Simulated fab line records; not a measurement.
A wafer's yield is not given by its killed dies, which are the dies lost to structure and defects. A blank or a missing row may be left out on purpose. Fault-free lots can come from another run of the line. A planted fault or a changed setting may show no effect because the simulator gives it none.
The tool behind it: which one? | flow sky130 | 6 lots with 18 wafers sampled at 4 steps, on a route of 708 steps

WHAT THE GAUGES SHOWED, per wafer
SKY_METAL2_CD_MEAS_15: the cd target is 140 nm.
lot  | measured     | on        | cd-nm (nm)
L602 | day 35 14:11 | cd-sem-02 | 140.4 140.6 138.9
L604 | day 36 09:46 | cd-sem-01 | 142.3 141.3 141.3
L606 | day 36 21:11 | cd-sem-01 | 140.4 140.6 140.8
L610 | day 38 12:07 | cd-sem-02 | 145.4 144.6 145.6 145.8 144.7 146.1
L620 | day 41 12:26 | cd-sem-02 | 139.8 141.1 140.6
L623 | day 42 12:22 | cd-sem-02 | 138.9 138.5 139.1

WHICH TOOL RAN EACH LOT (tool, then ch and the chambers of the sampled wafers, then the start)
lot  | SKY_VIA1_CMP_02               | SKY_VIA1_SPUTTER_20          | SKY_METAL2_EXPOSE_12
L602 | cmp-01 ch 0,1,3, day 33 06:19 | pvd-sputter-03, day 34 10:21 | krf-scanner-02 ch 0, day 35 01:10
L604 | cmp-02 ch 0,2,3, day 34 01:29 | pvd-sputter-04, day 35 06:06 | krf-scanner-01 ch 0, day 35 20:10
L606 | cmp-02 ch 0,1, day 34 14:31   | pvd-sputter-02, day 35 18:01 | krf-scanner-01 ch 0, day 36 08:46
L610 | cmp-01 ch 0,1,3, day 36 04:50 | pvd-sputter-03, day 37 08:56 | krf-scanner-01 ch 0, day 37 22:58
L620 | cmp-01 ch 0,1,2, day 39 08:35 | pvd-sputter-02, day 40 10:35 | krf-scanner-02 ch 0, day 41 00:41
L623 | cmp-01 ch 0,1,2, day 40 09:22 | pvd-sputter-03, day 41 11:19 | krf-scanner-02 ch 0, day 42 00:56
- SKY_VIA1_CMP_02: polishes SiO2.
- SKY_VIA1_SPUTTER_20: material TiN, target thk 20 nm, time 80 s.
- SKY_METAL2_EXPOSE_12: exposes mask MM2, target cd 140 nm.

THE ANSWER, worked out from the rows above alone
Rule: the usual values come from the lots themselves. Put in order of their means at a reading, lots are off if they are a third of the lots or fewer, leave a main group of 4 or more, and stand apart from it by a gap of 3 or more times the standard deviation of the main group's means; of several such gaps the widest counts. A main group whose means are all the same, to the digits that the tables above print for the reading, isn't used. A lot without any number at a reading at which 4 lots or more have one is off too. Where the step has rows for the other lots, those lots are counted as sound.
Off, at SKY_METAL2_CD_MEAS_15 on cd-nm: L610. Mean 140.3 nm and standard deviation 0.91 in the main group.
A tool fits if, at a process step before that reading, it ran every lot that is off, and no sound lot after the first of them. Gauges at SKY_METAL2_CD_MEAS_15: tried the same way as those tools. One candidate fits, namely krf-scanner-01 at SKY_METAL2_EXPOSE_12. Its last sound lot is L606 (day 36 08:46), its first lot that is off L610 (day 37 22:58): a fault that began between those two fits.

WHAT THE SIMULATOR PUT IN
Drift in process parameters on krf-scanner-01 at SKY_METAL2_EXPOSE_12, starting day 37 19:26. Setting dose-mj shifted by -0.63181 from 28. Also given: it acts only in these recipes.
Lots struck among those shown: L610. The rule given above showed the same thing.
